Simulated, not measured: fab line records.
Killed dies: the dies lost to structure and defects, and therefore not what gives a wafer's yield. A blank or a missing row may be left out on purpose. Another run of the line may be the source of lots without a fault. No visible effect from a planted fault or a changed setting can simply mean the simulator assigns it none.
Chamber matching -- flow gf180mcu -- 4 sister chambers for GF_SAB_ETCH_11 on rie-diel-04
The step etches SiO2 in C4F8/O2/Ar, target depth 55 nm, time 8.5 s. 4 wafers are shown with their chamber, then 7 later ones without.

## WAFERS WITH THEIR CHAMBER
wafer,chamber,oes-product-au (a.u.)
L482.1,2,0.992
L483.5,1,0.983
L491.3,3,1.003
L491.4,0,0.996

## WAFERS MISSING THEIR CHAMBER
wafer,oes-product-au (a.u.)
L491.6,0.991
L494.2,1.005
L494.4,1.008
L494.5,1.005
L501.1,1.000
L501.4,0.994
L501.6,1.000

## THE CHAMBER EACH PASSED THROUGH
wafer,from the rows above,in truth
L491.6,can't be placed: 2 or 0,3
L494.2,3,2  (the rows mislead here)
L494.4,3,3
L494.5,3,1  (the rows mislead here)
L501.1,can't be placed: 3 or 0 or 2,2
L501.4,can't be placed: 0 or 2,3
L501.6,can't be placed: 3 or 0 or 2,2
1 of 7 placed correctly. These rows do not allow placing 4 (true chamber among the candidates in 2). Placed wrongly: 2.
How it was worked out, from the rows above alone: a wafer's distance from a chamber is the root of the sum, over the readings, of the square of ((its reading less the chamber's mean) divided by the reading's scatter). If the next closest chamber is less than 2 further off than the closest, the wafer can't be placed; otherwise it belongs to the closest. A chamber's mean is the mean of its shown wafers. The scatter (one wafer shown for each chamber): square how far every hidden wafer sits from the nearest shown wafer, average those squares and take the square root.
